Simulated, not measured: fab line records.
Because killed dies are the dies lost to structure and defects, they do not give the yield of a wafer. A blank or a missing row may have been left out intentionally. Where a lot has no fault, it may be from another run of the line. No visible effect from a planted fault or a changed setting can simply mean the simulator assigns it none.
Split-lot trial	flow gf180mcu	23 wafers read from 5 lots, route of 602 steps

## ON THE SPLIT
At GF_V3_CVD_23 (deposits W, target thk 350 nm, time 104.9 s), the setting pressure torr was moved away from the recipe's 40 Torr on 15 of the 23 wafers read, by -11.4% to +7.1%. This setting was run at the recipe's value on the other wafers.

## BETWEEN THE SPLIT AND THE READING: the file shows 1 step in between
- GF_V3_RS_MEAS_24: measures by four-point-probe

## THE READING
V3_W_THK, in nm, at GF_V3_THK_MEAS_25 (measures by xrf). Typical for fault-free wafers on this fab line: 350 nm, with standard deviation 4.2 nm.

wafer	tool, chamber at the split	pressure torr as run, Torr	against the recipe	V3_W_THK, nm	against lot-mates on the recipe
L075.2	cvd w-02, 1	35.52	-11.2%	335	no lot-mate on the recipe
L075.3	cvd w-02, 1	35.52	-11.2%	331	no lot-mate on the recipe
L075.4	cvd w-02, 0	35.52	-11.2%	337	no lot-mate on the recipe
L075.5	cvd w-02, 1	35.52	-11.2%	334	no lot-mate on the recipe
L075.6	cvd w-02, 0	35.52	-11.2%	338	no lot-mate on the recipe
L077.1	cvd w-02, 1	42.86	+7.1%	358	no lot-mate on the recipe
L077.2	cvd w-02, 0	42.86	+7.1%	360	no lot-mate on the recipe
L077.4	cvd w-02, 0	42.86	+7.1%	358	no lot-mate on the recipe
L077.5	cvd w-02, 1	42.86	+7.1%	360	no lot-mate on the recipe
L077.6	cvd w-02, 0	42.86	+7.1%	361	no lot-mate on the recipe
L080.2	cvd w-02, 1	40	recipe	349	-
L080.3	cvd w-02, 0	40	recipe	356	-
L080.6	cvd w-02, 0	40	recipe	356	-
L084.1	cvd w-02, 0	35.44	-11.4%	332	no lot-mate on the recipe
L084.2	cvd w-02, 1	35.44	-11.4%	330	no lot-mate on the recipe
L084.3	cvd w-02, 0	35.44	-11.4%	334	no lot-mate on the recipe
L084.5	cvd w-02, 0	35.44	-11.4%	327	no lot-mate on the recipe
L084.6	cvd w-02, 1	35.44	-11.4%	327	no lot-mate on the recipe
L085.1	cvd w-01, 0	40	recipe	348	-
L085.2	cvd w-01, 1	40	recipe	351	-
L085.3	cvd w-01, 1	40	recipe	354	-
L085.4	cvd w-01, 0	40	recipe	346	-
L085.5	cvd w-01, 1	40	recipe	352	-

FIT RESULTS
A straight line over all 23 wafers: V3_W_THK changes by +1.51 nm for each +1% of pressure torr; r = +0.96; the points scatter about the line by 3.5 nm.
Too few moved wafers have a lot-mate on the recipe to fit a line with each lot's own level taken away.

## THE WHOLE CHAIN: every reading that the file lists as answering this split, in the file's order
step	what it does	reading	change (the file's fit)	r (the file's)
GF_V3_CVD_23	deposits W, target thk 350 nm, time 104.9 s	W_of_V3_CVD_23.thk nm (the simulator's own value, which no gauge read)	+1.71 nm for each +1% of the setting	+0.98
GF_V3_RS_MEAS_24	measures by four-point-probe	V3_W_RS	-0.00168 for each +1% of the setting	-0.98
GF_V3_THK_MEAS_25	measures by xrf	V3_W_THK	+1.52 for each +1% of the setting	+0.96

## FILE'S OWN FIT
V3_W_THK changes by +1.52 nm for each +1% of pressure torr, r = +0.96.
